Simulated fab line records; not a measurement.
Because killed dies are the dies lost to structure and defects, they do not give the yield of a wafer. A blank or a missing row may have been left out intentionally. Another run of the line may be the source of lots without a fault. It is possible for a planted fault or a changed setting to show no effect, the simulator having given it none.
Which tool is to blame? / flow gf180mcu / 36 wafers from 12 lots sampled at 5 of the route's 602 steps

== WHAT EACH GAUGE READ, for each wafer ==
GF_PSD_RS_MEAS_14: uses a four-point probe to measure. Usual: for NSD_RS the level is 46.08 ohm/sq and the standard deviation is 0.077.
lot=L540; measured=day 14 08:07; on=filmMetro-01; NSD_RS (ohm/sq)=46.10 46.13 46.03; flag=
lot=L542; measured=day 14 19:57; on=filmMetro-01; NSD_RS (ohm/sq)=46.12 46.08 46.03; flag=
lot=L545; measured=day 15 18:55; on=filmMetro-04; NSD_RS (ohm/sq)=- - -; flag=OFF
lot=L546; measured=day 16 08:11; on=filmMetro-01; NSD_RS (ohm/sq)=- - -; flag=OFF
lot=L547; measured=day 16 17:19; on=filmMetro-04; NSD_RS (ohm/sq)=46.24 46.13 46.03; flag=
lot=L549; measured=day 17 23:32; on=filmMetro-03; NSD_RS (ohm/sq)=46.04 46.13 46.00; flag=
lot=L555; measured=day 19 18:32; on=filmMetro-01; NSD_RS (ohm/sq)=45.96 46.11 45.95; flag=
lot=L556; measured=day 20 05:56; on=filmMetro-04; NSD_RS (ohm/sq)=45.97 46.02 46.00; flag=
lot=L557; measured=day 20 09:43; on=filmMetro-01; NSD_RS (ohm/sq)=46.00 46.09 45.99; flag=
lot=L558; measured=day 20 14:44; on=filmMetro-03; NSD_RS (ohm/sq)=46.09 46.10 46.04; flag=
lot=L561; measured=day 21 13:39; on=filmMetro-04; NSD_RS (ohm/sq)=46.10 46.22 46.17; flag=
lot=L562; measured=day 21 20:11; on=filmMetro-01; NSD_RS (ohm/sq)=46.09 46.08 46.10; flag=

GF_PSD_RS_MEAS_15: uses a four-point probe to measure. Usual: for PSD_RS the level is 108.43 ohm/sq and the standard deviation is 0.25.
lot=L540; measured=day 14 08:14; on=filmMetro-01; PSD_RS (ohm/sq)=108.51 108.64 108.23; flag=
lot=L542; measured=day 14 20:04; on=filmMetro-01; PSD_RS (ohm/sq)=108.50 108.09 108.20; flag=
lot=L545; measured=day 15 19:02; on=filmMetro-04; PSD_RS (ohm/sq)=108.43 108.58 108.62; flag=
lot=L546; measured=day 16 08:18; on=filmMetro-01; PSD_RS (ohm/sq)=108.42 108.65 108.08; flag=
lot=L547; measured=day 16 17:26; on=filmMetro-04; PSD_RS (ohm/sq)=108.58 108.72 108.26; flag=
lot=L549; measured=day 17 23:39; on=filmMetro-03; PSD_RS (ohm/sq)=108.43 108.63 108.64; flag=
lot=L555; measured=day 19 18:39; on=filmMetro-01; PSD_RS (ohm/sq)=108.07 108.55 108.07; flag=
lot=L556; measured=day 20 06:03; on=filmMetro-04; PSD_RS (ohm/sq)=108.49 108.47 108.56; flag=
lot=L557; measured=day 20 09:50; on=filmMetro-01; PSD_RS (ohm/sq)=108.21 108.46 108.24; flag=
lot=L558; measured=day 20 14:51; on=filmMetro-03; PSD_RS (ohm/sq)=108.24 108.24 108.46; flag=
lot=L561; measured=day 21 13:46; on=filmMetro-04; PSD_RS (ohm/sq)=108.54 109.10 108.88; flag=
lot=L562; measured=day 21 20:19; on=filmMetro-01; PSD_RS (ohm/sq)=108.63 108.35 108.27; flag=

== EACH LOT AND THE TOOL THAT RAN IT (in order: tool; ch and the chambers of the sampled wafers; start) ==
lot=L540; GF_POLY_GATE_STRIP_14=plasmaAsher-03 ch 0, day 9 05:38; GF_HV_LDD_STRIP_49=plasmaAsher-01 ch 0,1, day 12 11:11; GF_NSD_IMPLANT_09=implanter-02 ch 0, day 13 10:37
lot=L542; GF_POLY_GATE_STRIP_14=plasmaAsher-01 ch 0,1, day 9 17:19; GF_HV_LDD_STRIP_49=plasmaAsher-03 ch 0,1, day 12 22:53; GF_NSD_IMPLANT_09=implanter-04 ch 0, day 13 22:17
lot=L545; GF_POLY_GATE_STRIP_14=plasmaAsher-01 ch 0,1, day 10 13:39; GF_HV_LDD_STRIP_49=plasmaAsher-02 ch 0,1, day 13 20:49; GF_NSD_IMPLANT_09=implanter-04 ch 0, day 14 20:45
lot=L546; GF_POLY_GATE_STRIP_14=plasmaAsher-01 ch 0,1, day 10 23:31; GF_HV_LDD_STRIP_49=plasmaAsher-01 ch 0,1, day 14 08:29; GF_NSD_IMPLANT_09=implanter-04 ch 0, day 15 08:46
lot=L547; GF_POLY_GATE_STRIP_14=plasmaAsher-03 ch 0,1, day 11 04:57; GF_HV_LDD_STRIP_49=plasmaAsher-03 ch 0,1, day 14 18:24; GF_NSD_IMPLANT_09=implanter-02 ch 0, day 15 18:43
lot=L549; GF_POLY_GATE_STRIP_14=plasmaAsher-03 ch 0,1, day 12 02:23; GF_HV_LDD_STRIP_49=plasmaAsher-02 ch 0,1, day 15 19:49; GF_NSD_IMPLANT_09=implanter-01 ch 0, day 16 23:05
lot=L555; GF_POLY_GATE_STRIP_14=plasmaAsher-04 ch 0,1, day 13 20:01; GF_HV_LDD_STRIP_49=plasmaAsher-02 ch 0,1, day 17 14:27; GF_NSD_IMPLANT_09=implanter-02 ch 0, day 18 17:08
lot=L556; GF_POLY_GATE_STRIP_14=plasmaAsher-03 ch 0, day 14 05:16; GF_HV_LDD_STRIP_49=plasmaAsher-03 ch 0,1, day 18 01:35; GF_NSD_IMPLANT_09=implanter-02 ch 0, day 19 04:47
lot=L557; GF_POLY_GATE_STRIP_14=plasmaAsher-01 ch 0,1, day 14 08:49; GF_HV_LDD_STRIP_49=plasmaAsher-02 ch 0,1, day 18 03:54; GF_NSD_IMPLANT_09=implanter-02 ch 0, day 19 07:59
lot=L558; GF_POLY_GATE_STRIP_14=plasmaAsher-03 ch 0,1, day 14 13:32; GF_HV_LDD_STRIP_49=plasmaAsher-03 ch 0,1, day 18 10:11; GF_NSD_IMPLANT_09=implanter-01 ch 0, day 19 13:34
lot=L561; GF_POLY_GATE_STRIP_14=plasmaAsher-04 ch 0,1, day 15 10:50; GF_HV_LDD_STRIP_49=plasmaAsher-03 ch 0,1, day 19 09:40; GF_NSD_IMPLANT_09=implanter-04 ch 0, day 20 12:42
lot=L562; GF_POLY_GATE_STRIP_14=plasmaAsher-04 ch 0,1, day 15 14:14; GF_HV_LDD_STRIP_49=plasmaAsher-01 ch 1, day 19 16:19; GF_NSD_IMPLANT_09=implanter-02 ch 0, day 20 19:44
- GF_POLY_GATE_STRIP_14: strips in O2/N2.
- GF_HV_LDD_STRIP_49: strips in O2/N2.
- GF_NSD_IMPLANT_09

== AS READ BY THE TOOLS THEMSELVES (means over the sampled wafers that have a number; for cases with no such wafer, the mark the record gives instead) ==
GF_POLY_GATE_STRIP_14. Usual: drypumpMotorCurrentA 5.3 A, standard deviation 0.5; heaterPowerW 332 W, standard deviation 24; n2FlowSccm 300.0 sccm, standard deviation 0.95; oesProductAu 0.505 a.u., standard deviation 0.0048; platenTempC 249.99 C, standard deviation 0.18.
lot=L540; tool=plasmaAsher-03; drypumpMotorCurrentA (A)=5.7; heaterPowerW (W)=343; n2FlowSccm (sccm)=300.2; oesProductAu (a.u.)=0.504; platenTempC (C)=250.11; flag=
lot=L542; tool=plasmaAsher-01; drypumpMotorCurrentA (A)=5.2; heaterPowerW (W)=345; n2FlowSccm (sccm)=299.6; oesProductAu (a.u.)=0.504; platenTempC (C)=249.75; flag=
lot=L545; tool=plasmaAsher-01; drypumpMotorCurrentA (A)=5.3; heaterPowerW (W)=324; n2FlowSccm (sccm)=300.0; oesProductAu (a.u.)=0.507; platenTempC (C)=249.93; flag=
lot=L546; tool=plasmaAsher-01; drypumpMotorCurrentA (A)=5.2; heaterPowerW (W)=348; n2FlowSccm (sccm)=300.0; oesProductAu (a.u.)=0.506; platenTempC (C)=250.01; flag=
lot=L547; tool=plasmaAsher-03; drypumpMotorCurrentA (A)=5.3; heaterPowerW (W)=349; n2FlowSccm (sccm)=299.9; oesProductAu (a.u.)=0.503; platenTempC (C)=249.90; flag=
lot=L549; tool=plasmaAsher-03; drypumpMotorCurrentA (A)=5.3; heaterPowerW (W)=344; n2FlowSccm (sccm)=300.7; oesProductAu (a.u.)=0.502; platenTempC (C)=249.82; flag=
lot=L555; tool=plasmaAsher-04; drypumpMotorCurrentA (A)=5.8; heaterPowerW (W)=302; n2FlowSccm (sccm)=299.5; oesProductAu (a.u.)=0.504; platenTempC (C)=249.88; flag=
lot=L556; tool=plasmaAsher-03; drypumpMotorCurrentA (A)=5.7; heaterPowerW (W)=341; n2FlowSccm (sccm)=298.5; oesProductAu (a.u.)=0.503; platenTempC (C)=250.13; flag=
lot=L557; tool=plasmaAsher-01; drypumpMotorCurrentA (A)=5.3; heaterPowerW (W)=327; n2FlowSccm (sccm)=300.0; oesProductAu (a.u.)=0.507; platenTempC (C)=250.09; flag=
lot=L558; tool=plasmaAsher-03; drypumpMotorCurrentA (A)=5.3; heaterPowerW (W)=342; n2FlowSccm (sccm)=302.0; oesProductAu (a.u.)=0.502; platenTempC (C)=249.99; flag=
lot=L561; tool=plasmaAsher-04; drypumpMotorCurrentA (A)=5.8; heaterPowerW (W)=305; n2FlowSccm (sccm)=300.3; oesProductAu (a.u.)=0.502; platenTempC (C)=250.20; flag=
lot=L562; tool=plasmaAsher-04; drypumpMotorCurrentA (A)=5.8; heaterPowerW (W)=300; n2FlowSccm (sccm)=300.3; oesProductAu (a.u.)=0.503; platenTempC (C)=250.05; flag=

GF_HV_LDD_STRIP_49. Usual: drypumpMotorCurrentA 5.4 A, standard deviation 0.52; heaterPowerW 343 W, standard deviation 24; n2FlowSccm 300.2 sccm, standard deviation 0.88; oesProductAu 0.716 a.u., standard deviation 0.0046; platenTempC 249.99 C, standard deviation 0.18; stripTimeToEndpointS 12.64 s, standard deviation 0.044.
lot=L540; tool=plasmaAsher-01; drypumpMotorCurrentA (A)=5.3; heaterPowerW (W)=318; n2FlowSccm (sccm)=299.5; oesProductAu (a.u.)=0.717; platenTempC (C)=250.18; stripTimeToEndpointS (s)=12.60; flag=
lot=L542; tool=plasmaAsher-03; drypumpMotorCurrentA (A)=5.3; heaterPowerW (W)=340; n2FlowSccm (sccm)=299.5; oesProductAu (a.u.)=0.720; platenTempC (C)=250.01; stripTimeToEndpointS (s)=12.71; flag=
lot=L545; tool=plasmaAsher-02; drypumpMotorCurrentA (A)=5.9; heaterPowerW (W)=357; n2FlowSccm (sccm)=299.7; oesProductAu (a.u.)=0.714; platenTempC (C)=249.79; stripTimeToEndpointS (s)=12.63; flag=
lot=L546; tool=plasmaAsher-01; drypumpMotorCurrentA (A)=5.2; heaterPowerW (W)=349; n2FlowSccm (sccm)=300.2; oesProductAu (a.u.)=0.719; platenTempC (C)=249.83; stripTimeToEndpointS (s)=12.61; flag=
lot=L547; tool=plasmaAsher-03; drypumpMotorCurrentA (A)=5.3; heaterPowerW (W)=340; n2FlowSccm (sccm)=299.8; oesProductAu (a.u.)=0.718; platenTempC (C)=249.98; stripTimeToEndpointS (s)=12.60; flag=
lot=L549; tool=plasmaAsher-02; drypumpMotorCurrentA (A)=5.9; heaterPowerW (W)=363; n2FlowSccm (sccm)=300.8; oesProductAu (a.u.)=0.716; platenTempC (C)=250.01; stripTimeToEndpointS (s)=12.65; flag=
lot=L555; tool=plasmaAsher-02; drypumpMotorCurrentA (A)=6.0; heaterPowerW (W)=343; n2FlowSccm (sccm)=299.8; oesProductAu (a.u.)=0.715; platenTempC (C)=249.99; stripTimeToEndpointS (s)=12.63; flag=
lot=L556; tool=plasmaAsher-03; drypumpMotorCurrentA (A)=5.3; heaterPowerW (W)=343; n2FlowSccm (sccm)=299.6; oesProductAu (a.u.)=0.719; platenTempC (C)=250.00; stripTimeToEndpointS (s)=12.61; flag=
lot=L557; tool=plasmaAsher-02; drypumpMotorCurrentA (A)=5.9; heaterPowerW (W)=360; n2FlowSccm (sccm)=299.4; oesProductAu (a.u.)=0.716; platenTempC (C)=249.90; stripTimeToEndpointS (s)=12.64; flag=
lot=L558; tool=plasmaAsher-03; drypumpMotorCurrentA (A)=5.0; heaterPowerW (W)=335; n2FlowSccm (sccm)=301.4; oesProductAu (a.u.)=0.717; platenTempC (C)=249.96; stripTimeToEndpointS (s)=12.68; flag=
lot=L561; tool=plasmaAsher-03; drypumpMotorCurrentA (A)=5.0; heaterPowerW (W)=343; n2FlowSccm (sccm)=299.9; oesProductAu (a.u.)=0.717; platenTempC (C)=250.00; stripTimeToEndpointS (s)=12.68; flag=
lot=L562; tool=plasmaAsher-01; drypumpMotorCurrentA (A)=5.3; heaterPowerW (W)=303; n2FlowSccm (sccm)=301.2; oesProductAu (a.u.)=0.712; platenTempC (C)=250.31; stripTimeToEndpointS (s)=12.67; flag=

GF_NSD_IMPLANT_09. Usual: tiltDeg 6.999 degrees, standard deviation 0.02.
lot=L540; tool=implanter-02; tiltDeg (degrees)=6.979; flag=
lot=L542; tool=implanter-04; tiltDeg (degrees)=7.013; flag=
lot=L545; tool=implanter-04; tiltDeg (degrees)=4.561; flag=OFF
lot=L546; tool=implanter-04; tiltDeg (degrees)=4.566; flag=OFF
lot=L547; tool=implanter-02; tiltDeg (degrees)=7.000; flag=
lot=L549; tool=implanter-01; tiltDeg (degrees)=7.025; flag=
lot=L555; tool=implanter-02; tiltDeg (degrees)=6.990; flag=
lot=L556; tool=implanter-02; tiltDeg (degrees)=7.004; flag=
lot=L557; tool=implanter-02; tiltDeg (degrees)=7.008; flag=
lot=L558; tool=implanter-01; tiltDeg (degrees)=7.021; flag=
lot=L561; tool=implanter-04; tiltDeg (degrees)=6.985; flag=
lot=L562; tool=implanter-02; tiltDeg (degrees)=6.988; flag=

== THE ANSWER, worked out from the rows above alone ==
Rule: take the mean of a lot's wafers that have a number; if it is more than 3 standard deviations from the usual mean, the lot is off. A lot without any number at a reading at which 4 lots or more have one is off too. The other lots that the step has rows for count as sound. The gauges are gone through in route order, then the tools' own readings, and for those a lot's mean is taken as printed above. At the first step where some lot is off, the reading lying furthest off is the one used; lots without a number count as furthest.
Off: L545, L546, at GF_PSD_RS_MEAS_14 (NSD_RS). Without a number there: L545, L546.
A tool fits if, at a process step before that reading, it ran every lot that is off, and no sound lot after the first of them. Not tried: the gauges at GF_PSD_RS_MEAS_14; whatever is off there is also off at GF_NSD_IMPLANT_09, on other tools, and gauge error can't account for it. Not one of the candidates tried fits.

== WHAT WAS PUT IN BY THE SIMULATOR ==
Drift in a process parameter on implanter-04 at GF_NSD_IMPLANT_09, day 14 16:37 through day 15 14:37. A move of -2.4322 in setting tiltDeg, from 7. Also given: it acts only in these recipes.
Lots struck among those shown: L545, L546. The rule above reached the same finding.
